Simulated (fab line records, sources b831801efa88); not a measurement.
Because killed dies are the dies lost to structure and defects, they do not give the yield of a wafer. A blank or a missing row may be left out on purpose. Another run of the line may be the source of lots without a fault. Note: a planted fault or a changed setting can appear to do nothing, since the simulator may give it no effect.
The tool behind it: which one? :: flow gf180mcu :: 9 lots, 27 wafers sampled, at 2 steps of a route of 602

WHAT THE GAUGES SHOWED, per wafer
GF_MVSD_TW_MEAS_11.
lot: L790
measured: day 4 09:34
on: filmMetro-03
MVSD_TW: 1548 1547 1548

lot: L791
measured: day 4 13:55
on: filmMetro-04
MVSD_TW: 1571 1571 1563

lot: L792
measured: day 4 19:44
on: filmMetro-01
MVSD_TW: 1575 1574 1582

lot: L793
measured: day 5 01:29
on: filmMetro-04
MVSD_TW: 1563 1569 1568

lot: L794
measured: day 5 06:47
on: filmMetro-04
MVSD_TW: 1561 1569 1564

lot: L795
measured: day 5 12:50
on: filmMetro-01
MVSD_TW: 1568 1579 1573

lot: L802
measured: day 7 16:41
on: filmMetro-01
MVSD_TW: 1583 1583 1579

lot: L803
measured: day 7 20:40
on: filmMetro-03
MVSD_TW: 2329 2329 2333

lot: L804
measured: day 7 20:56
on: filmMetro-01
MVSD_TW: 2405 2404 2386

TOOL THAT RAN EACH LOT (tool first, then ch and the chambers of the sampled wafers, then the start)
lot: L790
GF_MVSD_IMPLANT_08: implanter-03 ch 0, day 4 09:10

lot: L791
GF_MVSD_IMPLANT_08: implanter-04 ch 0, day 4 13:31

lot: L792
GF_MVSD_IMPLANT_08: implanter-03 ch 0, day 4 19:20

lot: L793
GF_MVSD_IMPLANT_08: implanter-04 ch 0, day 5 01:05

lot: L794
GF_MVSD_IMPLANT_08: implanter-04 ch 0, day 5 06:25

lot: L795
GF_MVSD_IMPLANT_08: implanter-04 ch 0, day 5 12:28

lot: L802
GF_MVSD_IMPLANT_08: implanter-04 ch 0, day 7 16:17

lot: L803
GF_MVSD_IMPLANT_08: implanter-03 ch 0, day 7 20:16

lot: L804
GF_MVSD_IMPLANT_08: implanter-01 ch 0, day 7 20:34
- GF_MVSD_IMPLANT_08

THE ANSWER, worked out from the rows above alone
Rule: usual is defined by the lots themselves. Put in order of their means at a reading, lots are off if they are a third of the lots or fewer, leave a main group of 4 or more, and stand apart from it by a gap of 3 or more times the standard deviation of the main group's means; of several such gaps the widest counts. If all means in a main group match to the digits the tables above print for the reading, that group is not used. Also off: a lot with no number at a reading for which 4 or more lots have one. Any other lot the step has rows for is counted as sound.
Off: L803, L804, at GF_MVSD_TW_MEAS_11 (MVSD_TW). Mean 1568 and standard deviation 10 in the main group.
A tool fits if, at a process step before that reading, it ran every lot that is off, and no sound lot after the first of them. The gauges at GF_MVSD_TW_MEAS_11 are tried like those tools. Of those tried, none fits.

WHAT HAD BEEN PUT IN BY THE SIMULATOR
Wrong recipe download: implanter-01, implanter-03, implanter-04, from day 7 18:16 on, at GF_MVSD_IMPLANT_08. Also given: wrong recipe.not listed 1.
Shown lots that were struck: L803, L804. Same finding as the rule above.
